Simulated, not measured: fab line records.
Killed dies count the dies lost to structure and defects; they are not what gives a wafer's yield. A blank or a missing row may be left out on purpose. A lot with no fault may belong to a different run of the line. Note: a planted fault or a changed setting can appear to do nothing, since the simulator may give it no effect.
2 desks, one fault | flow sky130 | every desk sees just its own numbers, and what lay behind them comes last

## FOR THE TOOL OWNER'S DESK: hdpcvd-01
The tool's own readings at SKY_VIA4_HDPCVD_00 (deposits SiO2, target thk 1750 nm, time 291.7 s): means of the sampled wafers that have a number, for each lot that ran on this tool. A lot is out of limits, marked OUT, if its mean lies more than 4 standard deviations from the usual mean; the brackets give that distance.
Columns: A = runLengthS at SKY_VIA4_HDPCVD_00, usual 319.6 s
lot  | first seen here | A
L862 | day 41 20:34    | 319.2
L863 | day 42 06:45    | 319.2
L864 | day 42 14:48    | 319.5
L868 | day 43 17:20    | 295.7 (-48) OUT
L869 | day 43 21:52    | 295.6 (-48) OUT
L879 | day 46 22:53    | 319.4
L881 | day 46 23:49    | 319.4
L883 | day 47 14:08    | 319.6
L884 | day 47 15:25    | 319.6
L885 | day 48 02:39    | 319.3
Finding of this desk: L868, L869 out of limits; the first was L868 at day 43 17:20, on runLengthS at SKY_VIA4_HDPCVD_00. Within limits: L862, L863, L864, L879, L881, L883, L884, L885.

## AT THE METROLOGY DESK
Means of the sampled wafers that have a number, per lot and without regard to the tool the lot ran on: this is what the gauges read. A lot is out of limits, marked OUT, if its mean lies more than 4 standard deviations from the usual mean; the brackets give that distance.
Columns: A = CAP2M_TIN_RS at SKY_CAP2M_RS_MEAS_03, usual 6.88 ohm/sq; B = VIA4_HDPCVD_THK at SKY_VIA4_THK_MEAS_01, usual 1745 nm
lot  | first seen here | A    | B
L862 | day 39 17:55    | 6.93 | 1740
L863 | day 40 05:48    | 6.84 | 1745
L864 | day 40 12:59    | 6.86 | 1752
L868 | day 41 16:05    | 6.86 | 1583 (-11) OUT
L869 | day 41 21:08    | 6.97 | 1593 (-10) OUT
L875 | day 43 19:52    | 6.85 | 1735
L879 | day 45 03:37    | 6.87 | 1735
L881 | day 45 04:08    | 6.84 | 1743
L883 | day 45 19:12    | 6.85 | 1740
L884 | day 45 20:59    | 6.96 | 1754
L885 | day 46 08:49    | 6.99 | 1728
This desk finds L868, L869 out of limits, with the earliest case on L868 at day 43 17:31 (VIA4_HDPCVD_THK at SKY_VIA4_THK_MEAS_01). Within limits: L862, L863, L864, L875, L879, L881, L883, L884, L885.

## ALL TOGETHER
On L868, L869, at day 43 17:20, an alarm was possible from the tool owner's desk.
L868, L869 would have let the metrology desk raise an alarm at day 43 17:31.
On hdpcvd-01, each named lot ran SKY_VIA4_HDPCVD_00.

## WHAT WAS PUT IN BY THE SIMULATOR
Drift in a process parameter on hdpcvd-01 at SKY_VIA4_HDPCVD_00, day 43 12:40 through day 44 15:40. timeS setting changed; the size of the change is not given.
Lots struck among those shown: L868, L869.
Hours from the fault's start to each desk's first reading out of limits: the tool owner's desk, 5; the metrology desk, 5.
